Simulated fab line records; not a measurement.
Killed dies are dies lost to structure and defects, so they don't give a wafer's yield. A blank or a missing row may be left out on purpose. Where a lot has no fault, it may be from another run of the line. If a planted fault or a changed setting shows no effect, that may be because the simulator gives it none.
What tool caused it? + flow sky130 + Sampling: 7 lots, 21 wafers, 2 of 708 route steps

== WHAT THE GAUGES READ, wafer by wafer ==
SKY_DNWELL_TW_MEAS_09.
| lot  | measured    | on            | DNWELL_TW      |
|------|-------------|---------------|----------------|
| L484 | day 4 07:26 | film-metro-02 | 1124 1119 1112 |
| L488 | day 5 18:59 | film-metro-01 | 30 30 30       |
| L490 | day 5 18:35 | film-metro-02 | 1109 1104 1102 |
| L492 | day 6 10:27 | film-metro-02 | 1104 1109 1117 |
| L498 | day 7 14:18 | film-metro-01 | 1103 1104 1104 |
| L500 | day 7 20:29 | film-metro-02 | 1108 1111 1120 |
| L502 | day 8 14:49 | film-metro-02 | 1115 1112 1115 |

== WHAT TOOL EACH LOT RAN ON (gives the tool, then ch and the chambers of the sampled wafers, and finally the start) ==
| lot  | SKY_DNWELL_EXPOSE_04               |
|------|------------------------------------|
| L484 | iline-stepper-02 ch 0, day 3 22:49 |
| L488 | iline-stepper-01, day 5 10:31      |
| L490 | iline-stepper-02 ch 0, day 5 09:47 |
| L492 | iline-stepper-01 ch 0, day 6 01:15 |
| L498 | iline-stepper-02 ch 0, day 7 03:46 |
| L500 | iline-stepper-02 ch 0, day 7 10:24 |
| L502 | iline-stepper-01 ch 0, day 8 04:53 |
- SKY_DNWELL_EXPOSE_04: exposes mask DNM, target cd 3000 nm.

== THE ANSWER, worked out from the rows above alone ==
Rule: the lots themselves supply what counts as usual. The widest of any qualifying gaps counts: lots, ordered by their means at a reading, are off when they make up no more than a third of the lots, leave a main group of 4 or more, and stand apart from it by 3 or more times the standard deviation of that group's means. A main group is skipped when, at the precision printed for the reading in the tables above, its means are all equal. Also off: a lot with no number at a reading for which 4 or more lots have one. Where the step has rows for the other lots, those lots are counted as sound.
Off: L488, seen at SKY_DNWELL_TW_MEAS_09 (DNWELL_TW). For the main group the mean is 1111 and the standard deviation 5.1.
A tool fits if, at a process step before that reading, it ran every lot that is off, and no sound lot after the first of them. Gauges at SKY_DNWELL_TW_MEAS_09: tried the same way as those tools. Of those tried, none fits.

== WHAT WAS PUT IN BY THE SIMULATOR ==
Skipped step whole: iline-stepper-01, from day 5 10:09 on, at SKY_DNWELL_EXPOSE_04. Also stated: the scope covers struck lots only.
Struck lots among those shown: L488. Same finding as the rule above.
